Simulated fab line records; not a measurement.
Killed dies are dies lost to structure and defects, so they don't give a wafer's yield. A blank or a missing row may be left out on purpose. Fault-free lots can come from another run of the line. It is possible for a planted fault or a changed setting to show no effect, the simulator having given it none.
The tool behind it: which one? / flow sky130 / 12 lots with 36 wafers sampled at 5 steps, on a route of 708 steps

== WHAT THE GAUGES READ, wafer by wafer ==
SKY_FIELD_ISO_THK_MEAS_25. Usual: for FIELD_ISO_CVD_24_THK the level is 594 nm and the standard deviation is 5.6.
lot=L443; measured=day 2 14:06; on=film-metro-01; FIELD_ISO_CVD_24_THK (nm)=595 585 581; flag=
lot=L444; measured=day 2 17:12; on=film-metro-02; FIELD_ISO_CVD_24_THK (nm)=590 605 592; flag=
lot=L447; measured=day 3 11:08; on=film-metro-01; FIELD_ISO_CVD_24_THK (nm)=591 591 592; flag=
lot=L448; measured=day 3 15:31; on=film-metro-02; FIELD_ISO_CVD_24_THK (nm)=600 597 597; flag=
lot=L450; measured=day 4 00:19; on=film-metro-03; FIELD_ISO_CVD_24_THK (nm)=589 602 594; flag=
lot=L451; measured=day 4 05:56; on=film-metro-01; FIELD_ISO_CVD_24_THK (nm)=592 596 588; flag=
lot=L452; measured=day 4 11:43; on=film-metro-03; FIELD_ISO_CVD_24_THK (nm)=597 598 598; flag=
lot=L453; measured=day 4 16:08; on=film-metro-01; FIELD_ISO_CVD_24_THK (nm)=596 595 588; flag=
lot=L462; measured=day 6 17:43; on=film-metro-01; FIELD_ISO_CVD_24_THK (nm)=596 594 587; flag=
lot=L463; measured=day 6 21:53; on=film-metro-02; FIELD_ISO_CVD_24_THK (nm)=595 594 596; flag=
lot=L464; measured=day 7 05:57; on=film-metro-03; FIELD_ISO_CVD_24_THK (nm)=594 595 592; flag=
lot=L465; measured=day 7 07:39; on=film-metro-03; FIELD_ISO_CVD_24_THK (nm)=583 600 601; flag=

SKY_VT_ADJUST_LVTN_TW_MEAS_10. Usual: for VT_ADJUST_LVTN_TW the level is 240.6 and the standard deviation is 1.2.
lot=L443; measured=day 7 08:16; on=film-metro-04; VT_ADJUST_LVTN_TW=239.4 239.8 239.1; flag=
lot=L444; measured=day 7 09:46; on=film-metro-04; VT_ADJUST_LVTN_TW=239.9 239.3 239.9; flag=
lot=L447; measured=day 8 09:58; on=film-metro-02; VT_ADJUST_LVTN_TW=242.7 242.5 241.5; flag=
lot=L448; measured=day 8 15:04; on=film-metro-04; VT_ADJUST_LVTN_TW=240.6 239.7 241.2; flag=
lot=L450; measured=day 9 03:07; on=film-metro-04; VT_ADJUST_LVTN_TW=240.7 239.5 241.5; flag=
lot=L451; measured=day 9 07:19; on=film-metro-02; VT_ADJUST_LVTN_TW=241.2 240.2 241.7; flag=
lot=L452; measured=day 9 15:07; on=film-metro-02; VT_ADJUST_LVTN_TW=260.6 262.4 260.7; flag=OFF
lot=L453; measured=day 9 21:11; on=film-metro-01; VT_ADJUST_LVTN_TW=259.0 259.7 259.1; flag=OFF
lot=L462; measured=day 12 13:01; on=film-metro-01; VT_ADJUST_LVTN_TW=242.1 240.5 239.0; flag=
lot=L463; measured=day 12 22:25; on=film-metro-01; VT_ADJUST_LVTN_TW=239.5 240.9 240.6; flag=
lot=L464; measured=day 13 03:04; on=film-metro-02; VT_ADJUST_LVTN_TW=243.9 243.2 242.7; flag=
lot=L465; measured=day 13 10:35; on=film-metro-01; VT_ADJUST_LVTN_TW=238.1 238.9 239.8; flag=

== EACH LOT AND THE TOOL THAT RAN IT (in order: tool; ch and the chambers of the sampled wafers; start) ==
lot=L443; SKY_FIELD_ISO_CMP_27=cmp-02 ch 1,2,3, day 2 16:47; SKY_VT_ADJUST_LVTN_IMPLANT_08=implanter-02 ch 0, day 7 08:01; SKY_VT_ADJUST_LVTN_STRIP_09=plasma-asher-04 ch 0,1, day 7 08:10
lot=L444; SKY_FIELD_ISO_CMP_27=cmp-02 ch 2,3, day 2 18:49; SKY_VT_ADJUST_LVTN_IMPLANT_08=implanter-04 ch 0, day 7 09:31; SKY_VT_ADJUST_LVTN_STRIP_09=plasma-asher-04 ch 0, day 7 09:40
lot=L447; SKY_FIELD_ISO_CMP_27=cmp-01 ch 0,2,3, day 3 12:42; SKY_VT_ADJUST_LVTN_IMPLANT_08=implanter-04 ch 0, day 8 09:43; SKY_VT_ADJUST_LVTN_STRIP_09=plasma-asher-03 ch 0,1, day 8 09:52
lot=L448; SKY_FIELD_ISO_CMP_27=cmp-02 ch 0,1,3, day 3 17:17; SKY_VT_ADJUST_LVTN_IMPLANT_08=implanter-04 ch 0, day 8 14:49; SKY_VT_ADJUST_LVTN_STRIP_09=plasma-asher-01 ch 0,1, day 8 14:58
lot=L450; SKY_FIELD_ISO_CMP_27=cmp-02 ch 0,2,3, day 4 03:13; SKY_VT_ADJUST_LVTN_IMPLANT_08=implanter-04 ch 0, day 9 02:53; SKY_VT_ADJUST_LVTN_STRIP_09=plasma-asher-04 ch 0,1, day 9 03:01
lot=L451; SKY_FIELD_ISO_CMP_27=cmp-01 ch 0,1, day 4 07:33; SKY_VT_ADJUST_LVTN_IMPLANT_08=implanter-04 ch 0, day 9 07:04; SKY_VT_ADJUST_LVTN_STRIP_09=plasma-asher-04 ch 0, day 9 07:13
lot=L452; SKY_FIELD_ISO_CMP_27=cmp-01 ch 0,1,2, day 4 13:17; SKY_VT_ADJUST_LVTN_IMPLANT_08=implanter-04 ch 0, day 9 14:52; SKY_VT_ADJUST_LVTN_STRIP_09=plasma-asher-01 ch 0,1, day 9 15:01
lot=L453; SKY_FIELD_ISO_CMP_27=cmp-02 ch 0,1,3, day 4 17:41; SKY_VT_ADJUST_LVTN_IMPLANT_08=implanter-04 ch 0, day 9 20:58; SKY_VT_ADJUST_LVTN_STRIP_09=plasma-asher-04 ch 0,1, day 9 21:05
lot=L462; SKY_FIELD_ISO_CMP_27=cmp-02 ch 2,3, day 6 20:34; SKY_VT_ADJUST_LVTN_IMPLANT_08=implanter-01 ch 0, day 12 12:48; SKY_VT_ADJUST_LVTN_STRIP_09=plasma-asher-01 ch 0,1, day 12 12:56
lot=L463; SKY_FIELD_ISO_CMP_27=cmp-02 ch 1,3, day 7 03:29; SKY_VT_ADJUST_LVTN_IMPLANT_08=implanter-04 ch 0, day 12 22:11; SKY_VT_ADJUST_LVTN_STRIP_09=plasma-asher-01 ch 0,1, day 12 22:19
lot=L464; SKY_FIELD_ISO_CMP_27=cmp-02 ch 0,1,3, day 7 08:49; SKY_VT_ADJUST_LVTN_IMPLANT_08=implanter-04 ch 0, day 13 02:49; SKY_VT_ADJUST_LVTN_STRIP_09=plasma-asher-04 ch 0,1, day 13 02:58
lot=L465; SKY_FIELD_ISO_CMP_27=cmp-01 ch 0,2,3, day 7 10:16; SKY_VT_ADJUST_LVTN_IMPLANT_08=implanter-04 ch 0, day 13 10:21; SKY_VT_ADJUST_LVTN_STRIP_09=plasma-asher-04 ch 0,1, day 13 10:28
- SKY_FIELD_ISO_CMP_27: polishes, stops on Si3N4, t overpolish 16 s, target thk 457.8 nm.
- SKY_VT_ADJUST_LVTN_IMPLANT_08
- SKY_VT_ADJUST_LVTN_STRIP_09: strips in O2/N2.

== AS READ BY THE TOOLS THEMSELVES (means over the sampled wafers that have a number; for cases with no such wafer, the mark the record gives instead) ==
SKY_FIELD_ISO_CMP_27. Usual: motor-current-A 12.1 A, standard deviation 1; overpolish-run-s 16.000 s, standard deviation 0.0088; slurry-flow-ml-min 150.0, standard deviation 0.46; time-to-endpoint-s 119 s, standard deviation 4.1.
lot=L443; tool=cmp-02; motor-current-A (A)=11.5; overpolish-run-s (s)=16.002; slurry-flow-ml-min=149.9; time-to-endpoint-s (s)=121; flag=
lot=L444; tool=cmp-02; motor-current-A (A)=11.3; overpolish-run-s (s)=15.994; slurry-flow-ml-min=150.1; time-to-endpoint-s (s)=120; flag=
lot=L447; tool=cmp-01; motor-current-A (A)=12.1; overpolish-run-s (s)=16.003; slurry-flow-ml-min=150.1; time-to-endpoint-s (s)=120; flag=
lot=L448; tool=cmp-02; motor-current-A (A)=12.1; overpolish-run-s (s)=16.010; slurry-flow-ml-min=149.8; time-to-endpoint-s (s)=118; flag=
lot=L450; tool=cmp-02; motor-current-A (A)=12.5; overpolish-run-s (s)=16.002; slurry-flow-ml-min=150.1; time-to-endpoint-s (s)=121; flag=
lot=L451; tool=cmp-01; motor-current-A (A)=12.1; overpolish-run-s (s)=15.999; slurry-flow-ml-min=150.3; time-to-endpoint-s (s)=113; flag=
lot=L452; tool=cmp-01; motor-current-A (A)=12.4; overpolish-run-s (s)=16.002; slurry-flow-ml-min=149.8; time-to-endpoint-s (s)=115; flag=
lot=L453; tool=cmp-02; motor-current-A (A)=12.3; overpolish-run-s (s)=16.006; slurry-flow-ml-min=150.0; time-to-endpoint-s (s)=119; flag=
lot=L462; tool=cmp-02; motor-current-A (A)=10.9; overpolish-run-s (s)=15.996; slurry-flow-ml-min=149.8; time-to-endpoint-s (s)=117; flag=
lot=L463; tool=cmp-02; motor-current-A (A)=11.2; overpolish-run-s (s)=16.003; slurry-flow-ml-min=149.7; time-to-endpoint-s (s)=121; flag=
lot=L464; tool=cmp-02; motor-current-A (A)=12.2; overpolish-run-s (s)=15.995; slurry-flow-ml-min=149.7; time-to-endpoint-s (s)=116; flag=
lot=L465; tool=cmp-01; motor-current-A (A)=12.3; overpolish-run-s (s)=16.000; slurry-flow-ml-min=150.6; time-to-endpoint-s (s)=118; flag=

SKY_VT_ADJUST_LVTN_IMPLANT_08. Usual: dose-ions-cm2 1.5704e+12, standard deviation 1.5e+09; faraday-current-uA 8.87, standard deviation 0.17.
lot=L443 tool=implanter-02 dose-ions-cm2=1.5695e+12 faraday-current-uA=8.78 flag=
lot=L444 tool=implanter-04 dose-ions-cm2=1.5694e+12 faraday-current-uA=8.77 flag=
lot=L447 tool=implanter-04 dose-ions-cm2=1.5729e+12 faraday-current-uA=8.76 flag=
lot=L448 tool=implanter-04 dose-ions-cm2=1.5708e+12 faraday-current-uA=8.82 flag=
lot=L450 tool=implanter-04 dose-ions-cm2=1.5721e+12 faraday-current-uA=9.00 flag=
lot=L451 tool=implanter-04 dose-ions-cm2=1.5720e+12 faraday-current-uA=8.73 flag=
lot=L452 tool=implanter-04 dose-ions-cm2=2.0625e+12 faraday-current-uA=11.37 flag=OFF
lot=L453 tool=implanter-04 dose-ions-cm2=2.0639e+12 faraday-current-uA=11.60 flag=OFF
lot=L462 tool=implanter-01 dose-ions-cm2=1.5693e+12 faraday-current-uA=8.72 flag=
lot=L463 tool=implanter-04 dose-ions-cm2=1.5705e+12 faraday-current-uA=8.83 flag=
lot=L464 tool=implanter-04 dose-ions-cm2=1.5711e+12 faraday-current-uA=8.98 flag=
lot=L465 tool=implanter-04 dose-ions-cm2=1.5705e+12 faraday-current-uA=8.90 flag=

SKY_VT_ADJUST_LVTN_STRIP_09. Usual: drypump-motor-current-A 5.3 A, standard deviation 0.44; oes-product-au 0.723 a.u., standard deviation 0.0049; strip-time-to-endpoint-s 36.88 s, standard deviation 0.099.
lot=L443; tool=plasma-asher-04; drypump-motor-current-A (A)=5.5; oes-product-au (a.u.)=0.731; strip-time-to-endpoint-s (s)=36.99; flag=
lot=L444; tool=plasma-asher-04; drypump-motor-current-A (A)=5.9; oes-product-au (a.u.)=0.725; strip-time-to-endpoint-s (s)=36.84; flag=
lot=L447; tool=plasma-asher-03; drypump-motor-current-A (A)=5.4; oes-product-au (a.u.)=0.721; strip-time-to-endpoint-s (s)=36.98; flag=
lot=L448; tool=plasma-asher-01; drypump-motor-current-A (A)=5.0; oes-product-au (a.u.)=0.721; strip-time-to-endpoint-s (s)=36.96; flag=
lot=L450; tool=plasma-asher-04; drypump-motor-current-A (A)=5.6; oes-product-au (a.u.)=0.721; strip-time-to-endpoint-s (s)=36.85; flag=
lot=L451; tool=plasma-asher-04; drypump-motor-current-A (A)=5.9; oes-product-au (a.u.)=0.723; strip-time-to-endpoint-s (s)=36.91; flag=
lot=L452; tool=plasma-asher-01; drypump-motor-current-A (A)=5.0; oes-product-au (a.u.)=0.721; strip-time-to-endpoint-s (s)=36.80; flag=
lot=L453; tool=plasma-asher-04; drypump-motor-current-A (A)=5.5; oes-product-au (a.u.)=0.723; strip-time-to-endpoint-s (s)=36.79; flag=
lot=L462; tool=plasma-asher-01; drypump-motor-current-A (A)=5.0; oes-product-au (a.u.)=0.726; strip-time-to-endpoint-s (s)=36.91; flag=
lot=L463; tool=plasma-asher-01; drypump-motor-current-A (A)=5.0; oes-product-au (a.u.)=0.723; strip-time-to-endpoint-s (s)=36.90; flag=
lot=L464; tool=plasma-asher-04; drypump-motor-current-A (A)=5.1; oes-product-au (a.u.)=0.722; strip-time-to-endpoint-s (s)=36.87; flag=
lot=L465; tool=plasma-asher-04; drypump-motor-current-A (A)=5.5; oes-product-au (a.u.)=0.721; strip-time-to-endpoint-s (s)=36.85; flag=

== THE ANSWER, worked out from the rows above alone ==
Rule: take the mean of a lot's wafers that have a number; if it is more than 3 standard deviations from the usual mean, the lot is off. Also off: a lot with no number at a reading for which 4 or more lots have one. The other lots that the step has rows for count as sound. After the gauges, taken in route order, come the tools' own readings; for these a lot's mean is taken, as printed above. The first step at which some lot is off is used, and at that step the reading that is off furthest; a lot without a number counts as furthest.
Off: L452, L453, at SKY_VT_ADJUST_LVTN_TW_MEAS_10 (VT_ADJUST_LVTN_TW).
If a tool, at a process step before that reading, ran all the lots that are off and no sound lot after the first of them, it fits. The gauges at SKY_VT_ADJUST_LVTN_TW_MEAS_10 aren't tried: what is off there is off at SKY_VT_ADJUST_LVTN_IMPLANT_08 too, on other tools, and a gauge's error can't cause that. No candidate that was tried fits.

== WHAT HAD BEEN PUT IN BY THE SIMULATOR ==
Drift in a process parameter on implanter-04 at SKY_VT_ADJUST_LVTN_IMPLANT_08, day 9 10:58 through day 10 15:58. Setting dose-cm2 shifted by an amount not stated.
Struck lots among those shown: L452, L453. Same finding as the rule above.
